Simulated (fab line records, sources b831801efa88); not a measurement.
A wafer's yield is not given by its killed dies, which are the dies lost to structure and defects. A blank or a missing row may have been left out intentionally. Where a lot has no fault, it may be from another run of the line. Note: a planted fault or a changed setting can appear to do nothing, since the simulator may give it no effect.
Split-lot trial || flow sfq line || route with 325 steps; 5 lots, 17 wafers read

== ABOUT THE SPLIT ==
At SFQ_TRILAYER_M2_LITHO_COAT_057 (resist thk 600 nm), the setting spin rpm was moved away from the recipe's 3000 rpm on 3 of the 17 wafers read, by -7.4% to +5.3%. For the rest of the wafers, this setting stayed at what the recipe calls for.

== FROM THE SPLIT TO THE READING: what the file shows between them, 3 steps ==
- SFQ_TRILAYER_M2_LITHO_SOFTBAKE_061
- SFQ_TRILAYER_M2_LITHO_EXPOSE_058: exposes mask M2, target cd 500 nm
- SFQ_TRILAYER_M2_LITHO_DEVELOP_059: time 60 s

== THE READING ==
KrF_of_TRILAYER_M2_LITHO_COAT_057.thk nm (the simulator's own value, which no gauge read), in nm, at SFQ_TRILAYER_M2_BARC_OPEN_METAL_ETCH_077 (etches BARC in O2, target depth 125 nm, time 41.7 s). The file gives no usual value for it. Across the 14 wafers here that went through the recipe, the average is 522.9 nm and the standard deviation 1.7 nm.

{"wafer": "L077.1", "tool, chamber at the split": "litho track-02, 0", "spin rpm as run, rpm": 3000, "against the recipe": "recipe", "KrF_of_TRILAYER_M2_LITHO_COAT_057.thk nm, nm": 525.6, "against lot-mates on the recipe": "-"}
{"wafer": "L077.2", "tool, chamber at the split": "litho track-02, 0", "spin rpm as run, rpm": 3000, "against the recipe": "recipe", "KrF_of_TRILAYER_M2_LITHO_COAT_057.thk nm, nm": 522.9, "against lot-mates on the recipe": "-"}
{"wafer": "L077.4", "tool, chamber at the split": "litho track-02, 0", "spin rpm as run, rpm": 3159, "against the recipe": "+5.3%", "KrF_of_TRILAYER_M2_LITHO_COAT_057.thk nm, nm": 510.4, "against lot-mates on the recipe": -13.0}
{"wafer": "L077.5", "tool, chamber at the split": "litho track-02, 0", "spin rpm as run, rpm": 3159, "against the recipe": "+5.3%", "KrF_of_TRILAYER_M2_LITHO_COAT_057.thk nm, nm": 510.1, "against lot-mates on the recipe": -13.3}
{"wafer": "L077.6", "tool, chamber at the split": "litho track-02, 0", "spin rpm as run, rpm": 3000, "against the recipe": "recipe", "KrF_of_TRILAYER_M2_LITHO_COAT_057.thk nm, nm": 521.7, "against lot-mates on the recipe": "-"}
{"wafer": "L079.1", "tool, chamber at the split": "litho track-03, 0", "spin rpm as run, rpm": 3000, "against the recipe": "recipe", "KrF_of_TRILAYER_M2_LITHO_COAT_057.thk nm, nm": 523.7, "against lot-mates on the recipe": "-"}
{"wafer": "L079.2", "tool, chamber at the split": "litho track-03, 0", "spin rpm as run, rpm": 3000, "against the recipe": "recipe", "KrF_of_TRILAYER_M2_LITHO_COAT_057.thk nm, nm": 521.9, "against lot-mates on the recipe": "-"}
{"wafer": "L079.4", "tool, chamber at the split": "litho track-03, 0", "spin rpm as run, rpm": 3000, "against the recipe": "recipe", "KrF_of_TRILAYER_M2_LITHO_COAT_057.thk nm, nm": 522.6, "against lot-mates on the recipe": "-"}
{"wafer": "L080.2", "tool, chamber at the split": "litho track-02, 0", "spin rpm as run, rpm": 2779, "against the recipe": "-7.4%", "KrF_of_TRILAYER_M2_LITHO_COAT_057.thk nm, nm": 544.3, "against lot-mates on the recipe": "+23.3"}
{"wafer": "L080.3", "tool, chamber at the split": "litho track-02, 0", "spin rpm as run, rpm": 3000, "against the recipe": "recipe", "KrF_of_TRILAYER_M2_LITHO_COAT_057.thk nm, nm": 521.9, "against lot-mates on the recipe": "-"}
{"wafer": "L080.5", "tool, chamber at the split": "litho track-02, 0", "spin rpm as run, rpm": 3000, "against the recipe": "recipe", "KrF_of_TRILAYER_M2_LITHO_COAT_057.thk nm, nm": 520.1, "against lot-mates on the recipe": "-"}
{"wafer": "L081.1", "tool, chamber at the split": "litho track-01, 0", "spin rpm as run, rpm": 3000, "against the recipe": "recipe", "KrF_of_TRILAYER_M2_LITHO_COAT_057.thk nm, nm": 525.9, "against lot-mates on the recipe": "-"}
{"wafer": "L081.4", "tool, chamber at the split": "litho track-01, 0", "spin rpm as run, rpm": 3000, "against the recipe": "recipe", "KrF_of_TRILAYER_M2_LITHO_COAT_057.thk nm, nm": 523.7, "against lot-mates on the recipe": "-"}
{"wafer": "L081.5", "tool, chamber at the split": "litho track-01, 0", "spin rpm as run, rpm": 3000, "against the recipe": "recipe", "KrF_of_TRILAYER_M2_LITHO_COAT_057.thk nm, nm": 524.6, "against lot-mates on the recipe": "-"}
{"wafer": "L085.3", "tool, chamber at the split": "litho track-02, 0", "spin rpm as run, rpm": 3000, "against the recipe": "recipe", "KrF_of_TRILAYER_M2_LITHO_COAT_057.thk nm, nm": 520.9, "against lot-mates on the recipe": "-"}
{"wafer": "L085.5", "tool, chamber at the split": "litho track-02, 0", "spin rpm as run, rpm": 3000, "against the recipe": "recipe", "KrF_of_TRILAYER_M2_LITHO_COAT_057.thk nm, nm": 524.1, "against lot-mates on the recipe": "-"}
{"wafer": "L085.6", "tool, chamber at the split": "litho track-02, 0", "spin rpm as run, rpm": 3000, "against the recipe": "recipe", "KrF_of_TRILAYER_M2_LITHO_COAT_057.thk nm, nm": 521.6, "against lot-mates on the recipe": "-"}

THE FIT
A straight line over all 17 wafers: KrF_of_TRILAYER_M2_LITHO_COAT_057.thk nm changes by -2.65 nm for each +1% of spin rpm; r = -0.97; the points scatter about the line by 1.7 nm.
The same after taking each lot's own level away (the mean of its wafers on the recipe; 17 wafers): -2.83 nm for each +1%; r = -0.98; scatter 1.4 nm.
According to that fit, moving spin rpm by its largest amount changes the reading by 21 nm.
The span of the lots' own levels, 521.00 to 524.73 nm, comes to 2.2 times the standard deviation stated above.
The two slopes are in agreement: the lot-to-lot level therefore moves the slope only a little.
Check: for one of the wafers moved furthest among these (-7.4%), held out of the fit, the line's prediction against its lot-mates is +18.3 nm. It came out at +23.3 nm against them.

== THE WHOLE CHAIN: every reading that the file lists as answering this split, in the file's order ==
{"step": "SFQ_TRILAYER_M2_LITHO_COAT_057", "what it does": "resist thk 600 nm", "reading": "KrF_of_TRILAYER_M2_LITHO_COAT_057.thk nm (the simulator's own value, which no gauge read)", "change (the file's fit)": "-3.08 nm for each +1% of the setting", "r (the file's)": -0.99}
{"step": "SFQ_TRILAYER_M2_BARC_OPEN_METAL_ETCH_077", "what it does": "etches BARC in O2, target depth 125 nm, time 41.7 s", "reading": "KrF_of_TRILAYER_M2_LITHO_COAT_057.thk nm (the simulator's own value, which no gauge read)", "change (the file's fit)": "-2.83 nm for each +1% of the setting", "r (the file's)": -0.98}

== FILE'S OWN FIT ==
KrF_of_TRILAYER_M2_LITHO_COAT_057.thk nm changes by -2.83 nm for each +1% of spin rpm, r = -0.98.
